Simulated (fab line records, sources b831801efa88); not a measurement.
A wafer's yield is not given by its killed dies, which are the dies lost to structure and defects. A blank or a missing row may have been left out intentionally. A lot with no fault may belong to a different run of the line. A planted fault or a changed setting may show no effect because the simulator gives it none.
What tool caused it? :: flow sky130 :: Sampling: 15 lots, 45 wafers, 2 of 708 route steps

== WHAT EACH GAUGE READ, for each wafer ==
SKY_VT_ADJUST_NCORE_TW_MEAS_11. Usual: VT_ADJUST_NCORE_TW 219.6, standard deviation 1.3.
lot: L562
measured: day 8 21:42
on: filmMetro-04
VT_ADJUST_NCORE_TW: 219.8 220.1 218.8
flag: 

lot: L564
measured: day 9 12:32
on: filmMetro-01
VT_ADJUST_NCORE_TW: 220.8 221.3 220.4
flag: 

lot: L565
measured: day 9 13:14
on: filmMetro-04
VT_ADJUST_NCORE_TW: 219.3 219.7 220.2
flag: 

lot: L566
measured: day 10 07:30
on: filmMetro-02
VT_ADJUST_NCORE_TW: 218.0 217.0 217.1
flag: 

lot: L568
measured: day 10 16:24
on: filmMetro-04
VT_ADJUST_NCORE_TW: 219.2 219.1 221.6
flag: 

lot: L569
measured: day 10 16:42
on: filmMetro-02
VT_ADJUST_NCORE_TW: 217.7 217.0 216.6
flag: 

lot: L570
measured: day 11 00:16
on: filmMetro-04
VT_ADJUST_NCORE_TW: 221.7 219.4 221.0
flag: 

lot: L571
measured: day 11 06:06
on: filmMetro-04
VT_ADJUST_NCORE_TW: 220.1 220.5 221.4
flag: 

lot: L572
measured: day 11 18:48
on: filmMetro-02
VT_ADJUST_NCORE_TW: 217.2 217.8 218.5
flag: 

lot: L573
measured: day 11 20:38
on: filmMetro-01
VT_ADJUST_NCORE_TW: 219.7 220.1 219.9
flag: 

lot: L580
measured: day 13 17:43
on: filmMetro-04
VT_ADJUST_NCORE_TW: 233.5 234.0 234.4
flag: OFF

lot: L581
measured: day 14 05:43
on: filmMetro-02
VT_ADJUST_NCORE_TW: 233.5 233.3 234.3
flag: OFF

lot: L582
measured: day 14 12:22
on: filmMetro-02
VT_ADJUST_NCORE_TW: 233.7 232.9 231.7
flag: OFF

lot: L583
measured: day 14 18:12
on: filmMetro-02
VT_ADJUST_NCORE_TW: 219.2 219.5 220.1
flag: 

lot: L584
measured: day 14 21:40
on: filmMetro-04
VT_ADJUST_NCORE_TW: 220.0 220.4 219.6
flag: 

== EACH LOT AND THE TOOL THAT RAN IT (in order: tool; ch and the chambers of the sampled wafers; start) ==
lot: L562
SKY_VT_ADJUST_NCORE_IMPLANT_09: implanter-03 ch 0, day 8 21:28

lot: L564
SKY_VT_ADJUST_NCORE_IMPLANT_09: implanter-03 ch 0, day 9 12:17

lot: L565
SKY_VT_ADJUST_NCORE_IMPLANT_09: implanter-04 ch 0, day 9 12:59

lot: L566
SKY_VT_ADJUST_NCORE_IMPLANT_09: implanter-03 ch 0, day 10 07:17

lot: L568
SKY_VT_ADJUST_NCORE_IMPLANT_09: implanter-01 ch 0, day 10 16:10

lot: L569
SKY_VT_ADJUST_NCORE_IMPLANT_09: implanter-03 ch 0, day 10 16:28

lot: L570
SKY_VT_ADJUST_NCORE_IMPLANT_09: implanter-03 ch 0, day 11 00:01

lot: L571
SKY_VT_ADJUST_NCORE_IMPLANT_09: implanter-03 ch 0, day 11 05:53

lot: L572
SKY_VT_ADJUST_NCORE_IMPLANT_09: implanter-04 ch 0, day 11 18:34

lot: L573
SKY_VT_ADJUST_NCORE_IMPLANT_09: implanter-01 ch 0, day 11 20:23

lot: L580
SKY_VT_ADJUST_NCORE_IMPLANT_09: implanter-03 ch 0, day 13 17:29

lot: L581
SKY_VT_ADJUST_NCORE_IMPLANT_09: implanter-03 ch 0, day 14 05:31

lot: L582
SKY_VT_ADJUST_NCORE_IMPLANT_09: implanter-03 ch 0, day 14 12:08

lot: L583
SKY_VT_ADJUST_NCORE_IMPLANT_09: implanter-01 ch 0, day 14 17:58

lot: L584
SKY_VT_ADJUST_NCORE_IMPLANT_09: implanter-01 ch 0, day 14 21:25
- SKY_VT_ADJUST_NCORE_IMPLANT_09

== WHAT THE TOOLS THEMSELVES READ (means of the sampled wafers that have a number; where no wafer has one, the mark that the record gives instead) ==
SKY_VT_ADJUST_NCORE_IMPLANT_09. Usual: beamOnS 10.02 s, standard deviation 0.21; endStationPressureTorr 5.03e-06 Torr, standard deviation 2.7e-07; faradayCurrentUA 13.52, standard deviation 0.28.
lot: L562
tool: implanter-03
beamOnS (s): 9.80
endStationPressureTorr (Torr): 5.17e-06
faradayCurrentUA: 13.79
flag: 

lot: L564
tool: implanter-03
beamOnS (s): 10.08
endStationPressureTorr (Torr): 5.14e-06
faradayCurrentUA: 13.45
flag: 

lot: L565
tool: implanter-04
beamOnS (s): 9.88
endStationPressureTorr (Torr): 5.16e-06
faradayCurrentUA: 13.69
flag: 

lot: L566
tool: implanter-03
beamOnS (s): 10.11
endStationPressureTorr (Torr): 5.07e-06
faradayCurrentUA: 13.41
flag: 

lot: L568
tool: implanter-01
beamOnS (s): 9.98
endStationPressureTorr (Torr): 4.84e-06
faradayCurrentUA: 13.57
flag: 

lot: L569
tool: implanter-03
beamOnS (s): 10.10
endStationPressureTorr (Torr): 5.11e-06
faradayCurrentUA: 13.38
flag: 

lot: L570
tool: implanter-03
beamOnS (s): 10.05
endStationPressureTorr (Torr): 5.16e-06
faradayCurrentUA: 13.46
flag: 

lot: L571
tool: implanter-03
beamOnS (s): 9.95
endStationPressureTorr (Torr): 5.40e-06
faradayCurrentUA: 13.62
flag: 

lot: L572
tool: implanter-04
beamOnS (s): 10.05
endStationPressureTorr (Torr): 4.89e-06
faradayCurrentUA: 13.48
flag: 

lot: L573
tool: implanter-01
beamOnS (s): 10.02
endStationPressureTorr (Torr): 4.95e-06
faradayCurrentUA: 13.49
flag: 

lot: L580
tool: implanter-03
beamOnS (s): 12.35
endStationPressureTorr (Torr): 1.05e-04
faradayCurrentUA: 11.07
flag: OFF

lot: L581
tool: implanter-03
beamOnS (s): 12.47
endStationPressureTorr (Torr): 1.02e-04
faradayCurrentUA: 11.00
flag: OFF

lot: L582
tool: implanter-03
beamOnS (s): 12.38
endStationPressureTorr (Torr): 1.06e-04
faradayCurrentUA: 11.03
flag: OFF

lot: L583
tool: implanter-01
beamOnS (s): 10.20
endStationPressureTorr (Torr): 4.93e-06
faradayCurrentUA: 13.28
flag: 

lot: L584
tool: implanter-01
beamOnS (s): 9.92
endStationPressureTorr (Torr): 5.14e-06
faradayCurrentUA: 13.63
flag: 

== THE ANSWER, worked out from the rows above alone ==
Rule: a lot counts as off when the mean over its wafers that have a number is more than 3 standard deviations away from the usual mean. A lot without any number at a reading at which 4 lots or more have one is off too. Where the step has rows for the other lots, those lots are counted as sound. Order of review: gauges by route order, followed by the tools' own readings, for which a lot's mean as printed above is used. At the first step where some lot is off, the reading lying furthest off is the one used; lots without a number count as furthest.
Off: L580, L581, L582, at SKY_VT_ADJUST_NCORE_TW_MEAS_11 (VT_ADJUST_NCORE_TW).
A tool fits if, at a process step before that reading, it ran every lot that is off, and no sound lot after the first of them. Not tried: the gauges at SKY_VT_ADJUST_NCORE_TW_MEAS_11; whatever is off there is also off at SKY_VT_ADJUST_NCORE_IMPLANT_09, on other tools, and gauge error can't account for it. One candidate fits, namely implanter-03 at SKY_VT_ADJUST_NCORE_IMPLANT_09. Its last sound lot is L571 (day 11 05:53), its first lot that is off L580 (day 13 17:29): a fault that began between those two fits.
The tool's own readings at SKY_VT_ADJUST_NCORE_IMPLANT_09 bear it out: on the lots that are off they differ by more than 5 times the standard deviation of the sound lots' means. beamOnS reads 12.40 s there against 10.01 s on the sound lots; endStationPressureTorr reads 1.04e-04 Torr there against 5.08e-06 Torr on the sound lots; faradayCurrentUA reads 11.03 there against 13.52 on the sound lots.

== WHAT THE SIMULATOR HAD INSERTED ==
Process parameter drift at SKY_VT_ADJUST_NCORE_IMPLANT_09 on implanter-03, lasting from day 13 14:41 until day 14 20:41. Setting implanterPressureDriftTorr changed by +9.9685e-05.
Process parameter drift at SKY_VT_ADJUST_NCORE_IMPLANT_09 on implanter-03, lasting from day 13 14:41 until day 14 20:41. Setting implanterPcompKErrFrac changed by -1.
Lots struck among those shown: L580, L581, L582. The rule given above showed the same thing.
